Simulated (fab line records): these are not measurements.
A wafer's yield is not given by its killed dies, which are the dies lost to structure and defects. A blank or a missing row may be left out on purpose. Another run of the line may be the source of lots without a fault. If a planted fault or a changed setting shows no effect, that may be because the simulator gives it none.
8D (eight disciplines) problem report, filled in by code	flow sky130	the parts of the form that need people (team, actions taken, sign-off) are left out

1. THE ISSUE
Mean POLY_GATE_TW at SKY_RES_PROTECT_TW_MEAS_08: 3756 over 9 wafers in 3 lots; fault-free wafers: 4051, standard deviation 43. Measured from the usual mean, that is -6.9 standard deviations.
First observed at day 21 00:49: wafer L991.1, on film-metro-04. Wafers with a number at this step in the record: 33, from 11 lots. The rule behind "out" and "out of limits": a value lying over 4 standard deviations away from the usual mean. Any other wafer with a number is counted as sound.

2. WHAT IT IS, AND WHAT IT ISN'T
question	is	is not
which readings at this step	POLY_GATE_TW	-
which lots	L991, L992, L993	L975, L976, L981, L982, L990, L996, L997, L998
which wafers of those lots	all that have a number	-
read on which gauges	film-metro-02, film-metro-04	film-metro-03
when	from day 21 00:49	up to then (15 sound wafers); but 9 sound wafers of L996, L997, L998 came after

3. SUSPECTS, AND WHAT RULES EACH OUT
Counting: a tool stays on the suspect list if, at a process step up to the reading, it processed all lots that are out and no sound lot following the first of them.
- ruled out: the gauge at SKY_RES_PROTECT_TW_MEAS_08. The wafers that are out were read on 2 gauges (film-metro-02, film-metro-04).
- implanter-04 at SKY_POLY_GATE_IMPLANT_02: ruled out as a lasting fault. After its first lot that is out, L991 (day 21 00:34), sound lots L997 ran on it.
- plasma-asher-03 at SKY_RES_PROTECT_STRIP_07 (strips in O2/N2): kept. It ran every lot that is out, first L991 (day 21 00:43), and no sound lot after that; its last sound lot up to then is L976 (day 16 03:25). Its own readings are out on those wafers: oes-product-au, strip-time-to-endpoint-s.
After counting, what remains is plasma-asher-03 at SKY_RES_PROTECT_STRIP_07.

4. THE CAUSE (what the simulator had put in)
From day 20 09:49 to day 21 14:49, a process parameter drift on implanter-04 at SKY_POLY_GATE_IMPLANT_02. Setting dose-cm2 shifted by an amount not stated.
Counting ruled it out, wrongly: the rule takes a fault to strike every lot that its tool runs from its start on, and this one did not.

5. SEQUENCE OF EFFECTS, ordered by route
Rows list readings where the struck wafers' mean (over those with a number) sits beyond 3 standard deviations from the usual. Only readings for which the record gives a usual standard deviation are gone through. hours: the time from each lot's start at the first step in this table that gives one to its start at this step, as a median over the lots. sigmas: the change in usual standard deviations.
hours	step	reading	usual	on struck wafers	change	sigmas
0	SKY_POLY_GATE_IMPLANT_02	beam-on-s	35.0 s	13.8	-21.2	-9.6
0	SKY_POLY_GATE_IMPLANT_02	dose-ions-cm2	7.701e+15	3.296e+15	-4.405e+15	-99 or more
0	SKY_POLY_GATE_IMPLANT_02	end-station-pressure-torr	1.09e-05 Torr	1.43e-05	+3.38e-06	+4.2
0	SKY_RES_PROTECT_STRIP_07	oes-product-au	0.517 a.u.	0.565	+0.048	+9.9
0	SKY_RES_PROTECT_STRIP_07	strip-time-to-endpoint-s	23.28 s	19.91	-3.37	-67
0	SKY_RES_PROTECT_TW_MEAS_08	POLY_GATE_TW	4051	3756	-295	-6.9
It contains these process steps:
- SKY_POLY_GATE_IMPLANT_02
- SKY_RES_PROTECT_STRIP_07: strips in O2/N2.
Later steps that measure or inspect, where all struck wafers having a row at the step show a number for every such reading and not one has moved that far: SKY_RES_XHIGH_TW_MEAS_09, SKY_LI_CONTACT_BOW_MEAS_03, SKY_LOCAL_INTERCONNECT_THK_MEAS_02.

6. WHAT WOULD HAVE CAUGHT IT SOONER
In this record the first reading out of limits at a measuring or inspecting step was taken at day 21 00:49, 15 hours after the fault began at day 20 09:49.
At SKY_POLY_GATE_IMPLANT_02, the tool's own readings (beam-on-s, dose-ions-cm2) were out on each struck wafer the step has a row for, so an alarm limit on them would have fired on the first such wafer.
